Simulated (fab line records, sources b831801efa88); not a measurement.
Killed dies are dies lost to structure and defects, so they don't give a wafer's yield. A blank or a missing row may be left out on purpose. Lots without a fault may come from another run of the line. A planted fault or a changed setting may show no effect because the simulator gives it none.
fab line records | flow sky130
record lots=6 wafers=18 last_day=50
route steps=708 shown CAP2M@605 PAD_OPEN@708
lots that met no fault: from a run of the same line without faults
start_h: hours from the record's first day to the start of the lot's first wafer shown | wait_h: hours since the lot's step before | " the same as in the row above | L1.1+2: a row that stands for several wafers | - no value, or no start given | * or withheld: withheld | < > ~ a bound
route shown NAME@n: a module of which the file shows steps, and the number in the route of the first | usual: mean/standard deviation of fault-free wafers | same: alike in all rows | chamber/n: place in a boat | sites: the reading at each site | _std_site: their standard deviation | _edge_site: outer sites' mean less inner sites' | radius_mm: how far each site lies from the wafer's centre | mask NAME#n: copy n | behind: the tool/chamber that last shaped the wafer | hold: why the lot was held/for how many hours/how that ended | device: the transistor (n, p or np) that didn't switch | end of line: the same wafers' tests at the end of the route | a step without rows: its recipe alone | killed: dies lost to structure and defects at the first sort, not the wafer's yield | map: a wafer's dies, x killed, . not, _ none there
set.NAME: the setting as run; set.NAME@STEP: as run at that earlier step | model.NAME: the simulator's own value behind a step, which no gauge read
lots at some steps of the route; a table a step, a row a wafer
services: from which hour (start_h, from the record's first day; less than 0 if before it) a tool's chamber was out of use, for how many hours, and why
## steps
# step SKY_CAP2M_SPUTTER_02
# recipe material=TiN target_thk_nm=200 temp_c=300 power_w=6244 time_s=166.7 chamber_pressure_pa=0.4
# usual throttle_valve_pct=29.8/1
# columns lot.wafer tool chamber start_h wait_h throttle_valve_pct
L295.2 pvd_sputter-04 - 971.97 0.0 28.6
L295.3 " - " " 30.3
L295.5 " - " " 30.5
L296.2 pvd_sputter-02 - 986.78 0.0 28.4
L296.4 " - " " 29.2
L296.5 " - " " 28.5
L297.2 pvd_sputter-02 - 987.07 0.0 29.5
L297.5 " - " " 29.3
L297.6 " - " " 28.1
L305.1 pvd_sputter-04 - 1041.09 0.1 30.1
L305.4 " - " " 31.1
L305.6 " - " " 30.6
L308.2 pvd_sputter-04 - 1056.82 0.0 30.1
L308.3 " - " " 30.8
L308.5 " - " " 28.6
L312.2 pvd_sputter-04 - 1093.67 0.0 29.1
L312.4 " - " " 30.5
L312.6 " - " " 30.4
# step SKY_CAP2M_RS_MEAS_03
# recipe thk_meas_gauge=four-point-probe reads=TiN_of_CAP2M_SPUTTER_02
# usual CAP2M_TIN_RS=7.21/0.1
# columns lot.wafer tool chamber start_h wait_h CAP2M_TIN_RS[ohm/sq]
L295.2 film_metro-02 - 972.10 0.1 7.23
L295.3 " - " " 7.17
L295.5 " - " " 7.14
L296.2 film_metro-02 - 986.91 0.1 7.16
L296.4 " - " " 7.21
L296.5 " - " " 7.33
L297.2 film_metro-04 - 987.20 0.1 7.26
L297.5 " - " " 7.26
L297.6 " - " " 7.22
L305.1 film_metro-02 - 1041.20 0.1 7.09
L305.4 " - " " 7.01
L305.6 " - " " 7.10
L308.2 film_metro-01 - 1056.95 0.1 7.23
L308.3 " - " " 7.21
L308.5 " - " " 7.25
L312.2 film_metro-04 - 1093.80 0.1 7.24
L312.4 " - " " 7.12
L312.6 " - " " 7.11
# step SKY_CAP2M_THK_MEAS_04
# recipe thk_meas_gauge=xrf reads=TiN_of_CAP2M_SPUTTER_02
# usual CAP2M_TIN_THK=190.1/2.6
# columns lot.wafer tool chamber start_h wait_h CAP2M_TIN_THK[nm]
L295.2 film_metro-02 - 972.21 0.1 189.0
L295.3 " - " " 190.5
L295.5 " - " " 192.6
L296.2 film_metro-02 - 987.02 0.1 190.4
L296.4 " - " " 189.0
L296.5 " - " " 186.5
L297.2 film_metro-04 - 987.31 0.1 188.8
L297.5 " - " " 189.1
L297.6 " - " " 190.2
L305.1 film_metro-02 - 1041.32 0.1 192.0
L305.4 " - " " 194.7
L305.6 " - " " 192.4
L308.2 film_metro-01 - 1057.06 0.1 189.6
L308.3 " - " " 189.1
L308.5 " - " " 188.7
L312.2 film_metro-04 - 1093.91 0.1 190.3
L312.4 " - " " 192.6
L312.6 " - " " 192.7
# step SKY_CAP2M_DEHYDRATE_05
# recipe temp_c=200 time_s=60
# step SKY_CAP2M_HMDS_06
# recipe prime_time_s=60 prime_temp_c=120
# step SKY_CAP2M_COAT_07
# recipe resist=NOVOLAK spin_rpm=3000 resist_thk_nm=1140
# step SKY_CAP2M_SOFTBAKE_08
# recipe temp_c=90 time_s=60 resist=NOVOLAK
# step SKY_CAP2M_EXPOSE_09
# recipe mask_id=CAP2M na=0.6 source_shape=conventional sigma_outer=0.6 polarization=unpolarized target_cd_nm=1000 dose_mj=159
# step SKY_CAP2M_PEB_10
# recipe temp_c=withheld time_s=* resist=NOVOLAK
# step SKY_CAP2M_DEVELOP_11
# recipe resist=NOVOLAK developer=TMAH develop_time_s=60 dev_temp_c=23
# step SKY_CAP2M_OVL_MEAS_12
# usual CAP2M_OVL=-0.7/1.7
# columns lot.wafer tool chamber start_h wait_h CAP2M_OVL[nm]
L295.2 overlay-01 - 996.03 0.1 -0.2
L295.3 " - " " 1.0
L295.5 " - " " 0.3
L296.2 overlay-01 - 1010.03 0.1 0.1
L296.4 " - " " -1.7
L296.5 " - " " -3.0
L297.2 overlay-01 - 1010.72 0.1 -0.1
L297.5 " - " " 1.2
L297.6 " - " " -1.2
L305.1 overlay-02 - 1063.21 0.1 -1.7
L305.4 " - " " -2.2
L305.6 " - " " -2.4
L308.2 overlay-01 - 1077.83 0.1 -0.9
L308.3 " - " " -1.2
L308.5 " - " " -0.2
L312.2 overlay-02 - 1113.63 0.1 1.9
L312.4 " - " " 1.6
L312.6 " - " " 1.9
# step SKY_CAP2M_METAL_ETCH_13
# recipe target_depth_nm=220 stop_on=SiO2 chemistry=Cl2/BCl3 target=TiN pressure_mtorr=10 icp_w=900 bias_w=48.5 Cl2_flow_sccm=60 bcl3_flow_sccm=30 time_s=62.9
# usual drypump_motor_current_A=5.8/0.37 oes_product_au=0.919/0.009 rf_fwd_power_W=893.8/2.9 throttle_valve_pct=21.917/0.011
# columns lot.wafer tool chamber start_h wait_h drypump_motor_current_A oes_product_au rf_fwd_power_W rf_hours_counter_h throttle_valve_pct
L295.2 rie_metal-04 1 996.06 0.0 6.3 0.914 896.6 16 21.923
L295.3 " 0 " " 6.2 0.919 892.5 - 21.905
L295.5 " 0 " " 6.1 0.917 894.2 - 21.902
L296.2 rie_metal-03 0 1010.09 0.0 5.5 0.929 899.6 - 21.912
L296.4 " 0 " " 5.5 0.916 898.7 - 21.926
L296.5 " 0 " " 5.5 0.911 898.5 - 21.937
L297.2 rie_metal-02 1 1010.75 0.0 5.8 0.914 891.2 5 21.934
L297.5 " 0 " " 5.5 0.921 898.1 - 21.935
L297.6 " 1 " " 5.8 0.928 893.2 - 21.906
L305.1 rie_metal-03 0 1063.25 0.0 5.4 0.932 894.3 12 21.926
L305.4 " 1 " " 5.4 0.930 892.2 - 21.898
L305.6 " 0 " " 5.4 0.929 890.4 - 21.915
L308.2 rie_metal-02 1 1077.86 0.0 5.8 0.924 898.3 9 21.921
L308.3 " 1 " " 5.8 0.919 893.0 - 21.915
L308.5 " 1 " " 5.8 0.916 891.8 - 21.910
L312.2 rie_metal-02 0 1113.66 0.0 5.5 0.923 892.7 23 21.926
L312.4 " 1 " " 5.8 0.926 896.7 - 21.915
L312.6 " 0 " " 5.5 0.926 894.9 - 21.901
# step SKY_CAP2M_STRIP_14
# recipe chemistry=O2/N2 power_w=1400 pressure_mtorr=1500 platen_temp_c=withheld o2_flow_sccm=3000 n2_flow_sccm=300 overash_fraction=0.5
# usual chamber_pressure_mTorr=1500.1/1.5 drypump_motor_current_A=5.6/0.46 n2_flow_sccm=299.9/0.79 oes_product_au=0.710/0.0042 strip_time_to_endpoint_s=12.66/0.057
# columns lot.wafer tool chamber start_h wait_h chamber_pressure_mTorr drypump_motor_current_A n2_flow_sccm oes_product_au rf_hours_counter_h strip_time_to_endpoint_s model.NOVOLAK_of_CAP2M_COAT_07.thk_nm
L295.2 plasma_asher-02 0 996.14 0.1 - - - - - - 1003
L295.3 " 1 " " - - - - - - 992.1
L295.5 " 1 " " - - - - - - 993.4
L296.2 plasma_asher-01 0 1010.22 0.1 - - - - - - 995.6
L296.4 " 1 " " - - - - - - 996.3
L296.5 " 1 " " - - - - - - 996.2
L297.2 plasma_asher-03 1 1010.83 0.1 1500.9 6.5 300.2 0.710 91 12.69 0
L297.5 " 0 " " 1498.4 5.9 299.5 0.711 - 12.61 0
L297.6 " 1 " " 1499.4 6.5 300.8 0.710 - 12.69 0
L305.1 plasma_asher-01 1 1063.33 0.1 1496.6 5.2 299.4 0.714 63 12.64 0
L305.4 " 1 " " 1500.0 5.2 299.7 0.710 - 12.65 0
L305.6 " 1 " " 1498.5 5.2 299.9 0.709 - 12.68 0
L308.2 plasma_asher-02 0 1077.94 0.1 1497.3 5.9 300.5 0.718 1 12.66 0
L308.3 " 1 " " 1499.2 5.4 299.0 0.716 - 12.67 0
L308.5 " 1 " " 1499.5 5.4 299.6 0.708 - 12.61 0
L312.2 plasma_asher-01 0 1113.74 0.1 1499.9 5.2 300.3 0.712 68 12.55 0
L312.4 " 1 " " 1500.1 5.2 300.5 0.706 - 12.58 0
L312.6 " 0 " " 1501.4 5.2 301.2 0.701 - 12.56 0
# step SKY_CAP2M_STRIP_15
# recipe chemistry=post_etch_residue_remover time_s=1200 temp_c=72.5
# step SKY_PAD_OPEN_PROBE_99
# usual defect_limited_yield=82.5/1.9 killed_at_M0_to_M3=42/6.9 killed_at_M4_up=3.2/1.7 killed_at_contacts=25/5.1 killed_at_front_end=15/4.5 killed_at_other=0.4/0.63 killed_dies=86/9.3 killed_on_rim=17/3.9 killed_open=46/7 killed_short=39/6.9 sort_bin_3_pad_short=0.9/0.45 sort_bin_5_function=10.4/1.5 sort_bin_6_memory=6.3/1.1 sort_n_pass=406/9.3 sort_yield_pct=82.5/1.9
# same gross_dies=492 killed_at_back_side=0 sort_bin_4_leakage[%]=0 sort_bin_8_speed[%]=0
# columns lot.wafer tool chamber start_h wait_h defect_limited_yield[%] killed_at_M0_to_M3 killed_at_M4_up killed_at_contacts killed_at_front_end killed_at_other killed_dies killed_on_rim killed_open killed_short sort_bin_3_pad_short[%] sort_bin_5_function[%] sort_bin_6_memory[%] sort_n_pass sort_yield_pct[%]
L295.2 prober-02 - 1113.02 0.1 0 4 1 3 3 481 492 96 7 4 22.6 74.0 3.5 0 0
L295.3 prober-02 - 1113.07 0.2 0.6 11 1 2 0 475 489 96 11 3 22.0 73.6 3.9 3 0.6
L295.5 prober-02 - 1113.17 0.2 0 9 1 4 5 473 492 96 8 11 23.6 71.3 5.1 0 0
L296.2 prober-01 - 1123.83 0.1 1.2 13 1 5 1 466 486 95 12 8 22.0 74.4 2.4 6 1.2
L296.4 prober-01 - 1123.93 0.2 0.2 14 4 5 4 464 491 96 9 18 20.1 75.6 4.1 1 0.2
L296.5 prober-01 - 1123.98 0.2 0 5 3 4 5 475 492 96 12 5 20.5 76.8 2.6 0 0
L297.2 prober-02 - 1124.95 0.1 80.3 54 3 32 8 0 97 17 44 53 1.6 11.6 6.5 395 80.3
L297.5 prober-02 - 1125.10 0.2 80.3 55 2 23 17 0 97 21 54 43 1.0 11.4 7.3 395 80.3
L297.6 prober-02 - 1125.15 0.2 82.9 48 2 21 13 0 84 17 37 46 1.4 9.1 6.5 408 82.9
L305.1 prober-01 - 1168.16 0.1 81.9 39 1 30 19 0 89 19 47 42 1.2 8.9 7.9 403 81.9
L305.4 prober-01 - 1168.31 0.2 83.3 41 1 27 13 0 82 19 50 31 0.8 10.4 5.5 410 83.3
L305.6 prober-01 - 1168.41 0.2 82.7 32 1 23 29 0 85 23 50 35 0.4 10.6 6.3 407 82.7
L308.2 prober-02 - 1180.69 0.1 83.1 44 0 22 17 0 83 10 50 33 0.8 11.0 5.1 409 83.1
L308.3 prober-02 - 1180.74 0.2 83.3 46 4 20 12 0 82 17 36 46 0.6 10.2 5.9 410 83.3
L308.5 prober-02 - 1180.84 0.2 83.5 38 2 30 11 0 81 12 49 32 0.4 10.6 5.5 411 83.5
L312.2 prober-01 - 1208.08 0.1 81.3 47 2 30 13 0 92 18 53 39 1.4 11.0 6.3 400 81.3
L312.4 prober-01 - 1208.18 0.2 82.7 46 4 28 7 0 85 19 40 45 1.6 9.3 6.3 407 82.7
L312.6 prober-01 - 1208.28 0.2 80.5 45 2 27 22 0 96 18 48 48 1.2 12.4 5.9 396 80.5
# killed by level:class
L295.2 CAP2M:plasma_strip_residue=481 CONTACT:geometric_particle:open=2 FIELD_ISO:geometric_particle:open=1 FIELD_ISO:geometric_particle:short=1 POLY_GATE:geometric_particle:open=1 LOCAL_INTERCONNECT:geometric_particle:short=1 METAL1:geometric_particle:short=1 VIA1:geometric_particle:open=1
L295.3 CAP2M:plasma_strip_residue=475 VIA1:geometric_particle:open=5 VIA3:geometric_particle:open=2 LI_CONTACT:geometric_particle:open=1 CONTACT:geometric_particle:open=1 METAL1:geometric_particle:open=1 VIA1:geometric_particle:short=1 METAL2:geometric_particle:short=1
L295.5 CAP2M:plasma_strip_residue=473 METAL2:geometric_particle:short=4 FIELD_ISO:geometric_particle:short=3 LI_CONTACT:geometric_particle:open=2 METAL3:geometric_particle:short=2 FIELD_ISO:geometric_particle:open=1 POLY_GATE:geometric_particle:open=1 LI_CONTACT:geometric_particle:short=1
L296.2 CAP2M:plasma_strip_residue=466 VIA1:geometric_particle:open=4 CONTACT:geometric_particle:open=3 METAL1:geometric_particle:short=3 VIA1:geometric_particle:short=2 VIA2:geometric_particle:open=2 VIA3:geometric_particle:open=1 POLY_GATE:geometric_particle:short=1
L296.4 CAP2M:plasma_strip_residue=462 METAL4:geometric_particle:short=4 CONTACT:geometric_particle:open=3 METAL1:geometric_particle:short=3 VIA1:geometric_particle:short=3 VIA2:geometric_particle:open=3 METAL3:geometric_particle:short=2 FIELD_ISO:geometric_particle:open=1
L296.5 CAP2M:plasma_strip_residue=475 SPACER:geometric_particle:open=2 CONTACT:geometric_particle:open=2 VIA1:geometric_particle:open=2 VIA3:geometric_particle:open=2 METAL4:geometric_particle:short=2 FIELD_ISO:geometric_particle:open=1 POLY_CUT:geometric_particle:open=1
L297.2 CONTACT:geometric_particle:short=11 CONTACT:geometric_particle:open=9 VIA1:geometric_particle:open=9 METAL1:geometric_particle:short=8 VIA3:geometric_particle:open=7 LI_CONTACT:geometric_particle:open=6 VIA1:geometric_particle:short=6 METAL2:geometric_particle:short=6
L297.5 VIA1:geometric_particle:open=11 CONTACT:geometric_particle:open=10 METAL2:geometric_particle:short=10 VIA3:geometric_particle:open=9 LI_CONTACT:geometric_particle:open=6 VIA1:geometric_particle:short=6 VIA2:geometric_particle:open=6 FIELD_ISO:geometric_particle:short=5
L297.6 VIA1:geometric_particle:open=9 METAL2:geometric_particle:short=8 VIA1:geometric_particle:short=7 LI_CONTACT:geometric_particle:open=6 CONTACT:geometric_particle:open=6 METAL1:geometric_particle:short=5 VIA2:geometric_particle:open=5 CONTACT:geometric_particle:short=4
L305.1 CONTACT:geometric_particle:open=15 FIELD_ISO:geometric_particle:short=10 LI_CONTACT:geometric_particle:open=6 VIA1:geometric_particle:short=6 VIA1:geometric_particle:open=6 VIA2:geometric_particle:open=6 METAL3:geometric_particle:short=5 VIA3:geometric_particle:short=5
L305.4 CONTACT:geometric_particle:open=13 VIA1:geometric_particle:open=10 VIA2:geometric_particle:open=8 LI_CONTACT:geometric_particle:open=7 FIELD_ISO:geometric_particle:short=5 VIA1:geometric_particle:short=5 FIELD_ISO:geometric_particle:open=4 VIA3:geometric_particle:short=4
L305.6 FIELD_ISO:geometric_particle:open=11 VIA2:geometric_particle:open=10 VIA1:geometric_particle:open=9 POLY_GATE:geometric_particle:short=7 LI_CONTACT:geometric_particle:open=7 CONTACT:geometric_particle:open=6 POLY_GATE:geometric_particle:open=5 CONTACT:geometric_particle:short=5
L308.2 CONTACT:geometric_particle:open=10 VIA3:geometric_particle:open=10 VIA1:geometric_particle:open=9 VIA2:geometric_particle:open=9 POLY_GATE:geometric_particle:short=6 LOCAL_INTERCONNECT:geometric_particle:short=5 METAL1:geometric_particle:short=5 POLY_GATE:geometric_particle:open=4
L308.3 VIA1:geometric_particle:open=12 VIA1:geometric_particle:short=8 CONTACT:geometric_particle:short=7 METAL2:geometric_particle:short=7 LI_CONTACT:geometric_particle:open=6 METAL1:geometric_particle:short=4 VIA2:geometric_particle:short=4 METAL4:geometric_particle:short=4
L308.5 CONTACT:geometric_particle:open=10 LI_CONTACT:geometric_particle:open=9 CONTACT:geometric_particle:short=8 VIA1:geometric_particle:open=7 METAL2:geometric_particle:short=7 VIA2:geometric_particle:open=6 VIA1:geometric_particle:short=6 POLY_GATE:geometric_particle:open=5
L312.2 VIA1:geometric_particle:open=15 CONTACT:geometric_particle:short=9 CONTACT:geometric_particle:open=8 METAL1:geometric_particle:short=8 LI_CONTACT:geometric_particle:open=7 VIA3:geometric_particle:open=6 VIA2:geometric_particle:open=4 POLY_GATE:geometric_particle:open=3
L312.4 VIA1:geometric_particle:open=12 LI_CONTACT:geometric_particle:open=7 CONTACT:geometric_particle:short=6 METAL1:geometric_particle:short=6 CONTACT:geometric_particle:open=6 LOCAL_INTERCONNECT:geometric_particle:short=6 VIA1:geometric_particle:short=6 METAL2:geometric_particle:short=6
L312.6 VIA1:geometric_particle:open=11 LOCAL_INTERCONNECT:geometric_particle:short=8 LI_CONTACT:geometric_particle:open=7 CONTACT:geometric_particle:short=7 METAL1:geometric_particle:short=7 POLY_GATE:geometric_particle:short=6 VIA3:geometric_particle:open=6 CONTACT:geometric_particle:open=5
# map L295.2 (x killed, . not)
__________xxxxxxxxxx_________
________xxxxxxxxxxxxxx_______
______xxxxxxxxxxxxxxxxxx_____
_____xxxxxxxxxxxxxxxxxxxx____
____xxxxxxxxxxxxxxxxxxxxxx___
___xxxxxxxxxxxxxxxxxxxxxxxx__
__xxxxxxxxxxxxxxxxxxxxxxxxxx_
_xxxxxxxxxxxxxxxxxxxxxxxxxxxx
_xxxxxxxxxxxxxxxxxxxxxxxxxxxx
_xxxxxxxxxxxxxxxxxxxxxxxxxxxx
_xxxxxxxxxxxxxxxxxxxxxxxxxxxx
_xxxxxxxxxxxxxxxxxxxxxxxxxxxx
_xxxxxxxxxxxxxxxxxxxxxxxxxxxx
_xxxxxxxxxxxxxxxxxxxxxxxxxxxx
_xxxxxxxxxxxxxxxxxxxxxxxxxxxx
__xxxxxxxxxxxxxxxxxxxxxxxxxx_
___xxxxxxxxxxxxxxxxxxxxxxxx__
____xxxxxxxxxxxxxxxxxxxxxx___
_____xxxxxxxxxxxxxxxxxxxx____
______xxxxxxxxxxxxxxxxxx_____
________xxxxxxxxxxxxxx_______
__________xxxxxxxxxx_________
# map L296.5 (x killed, . not)
__________xxxxxxxxxx_________
________xxxxxxxxxxxxxx_______
______xxxxxxxxxxxxxxxxxx_____
_____xxxxxxxxxxxxxxxxxxxx____
____xxxxxxxxxxxxxxxxxxxxxx___
___xxxxxxxxxxxxxxxxxxxxxxxx__
__xxxxxxxxxxxxxxxxxxxxxxxxxx_
_xxxxxxxxxxxxxxxxxxxxxxxxxxxx
_xxxxxxxxxxxxxxxxxxxxxxxxxxxx
_xxxxxxxxxxxxxxxxxxxxxxxxxxxx
_xxxxxxxxxxxxxxxxxxxxxxxxxxxx
_xxxxxxxxxxxxxxxxxxxxxxxxxxxx
_xxxxxxxxxxxxxxxxxxxxxxxxxxxx
_xxxxxxxxxxxxxxxxxxxxxxxxxxxx
_xxxxxxxxxxxxxxxxxxxxxxxxxxxx
__xxxxxxxxxxxxxxxxxxxxxxxxxx_
___xxxxxxxxxxxxxxxxxxxxxxxx__
____xxxxxxxxxxxxxxxxxxxxxx___
_____xxxxxxxxxxxxxxxxxxxx____
______xxxxxxxxxxxxxxxxxx_____
________xxxxxxxxxxxxxx_______
__________xxxxxxxxxx_________
## services
# columns tool chamber start_h hours kind
plasma_asher-02 - 954.02 2.8 pm
plasma_asher-03 - 958.84 1.6 repair
plasma_asher-03 - 990.17 1.4 repair
rie_metal-03 1 995.92 - clean
rie_metal-03 1 995.92 20.2 scheduled_down
rie_metal-03 1 995.92 20.2 vent_cycle
rie_metal-04 - 997.80 0.9 repair
plasma_asher-02 - 1010.55 5.3 repair
plasma_asher-02 - 1015.91 2.4 repair
pvd_sputter-02 0 1025.53 - consumable_replace:kit
pvd_sputter-02 0 1025.53 18.0 scheduled_down
pvd_sputter-02 0 1025.53 18.0 vent_cycle
pvd_sputter-04 0 1029.33 - consumable_replace:kit
pvd_sputter-04 0 1029.33 18.0 scheduled_down
pvd_sputter-04 0 1029.33 18.0 vent_cycle
plasma_asher-02 - 1046.43 1.7 repair
plasma_asher-02 - 1055.25 9.0 pm
plasma_asher-02 0 1055.25 9.0 vent_cycle
plasma_asher-02 1 1055.25 9.0 vent_cycle
plasma_asher-02 0 1064.25 - clean
pvd_sputter-02 - 1064.29 6.9 repair
plasma_asher-03 - 1073.49 0.9 repair
rie_metal-04 - 1084.23 0.6 repair
pvd_sputter-02 - 1088.73 0.6 repair
## key
first_sign step=SKY_CAP2M_STRIP_14 reading=tool_record direction=missing
effect step=SKY_PAD_OPEN_PROBE_99 reading=killed_at_other direction=up sigmas=99+ usual=0.4 struck=472.3
model_effect step=SKY_CAP2M_STRIP_14 value=NOVOLAK_of_CAP2M_COAT_07.thk_nm without=0 struck=996.2
met_at SKY_CAP2M_STRIP_14
struck_wafers L295.2,L295.3,L295.5,L296.2,L296.4,L296.5
later_rows_left_out L295.2,L295.3,L295.5,L296.2,L296.4,L296.5
fault kind=skipped_step_whole tool=plasma_asher-01,plasma_asher-02 chamber=- onset_h=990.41 steps=SKY_CAP2M_STRIP_14 scope=struck_lots_only
# later_rows_left_out: the simulator's readings of these wafers behind a module that went badly wrong aren't trusted and aren't shown, but for the sort
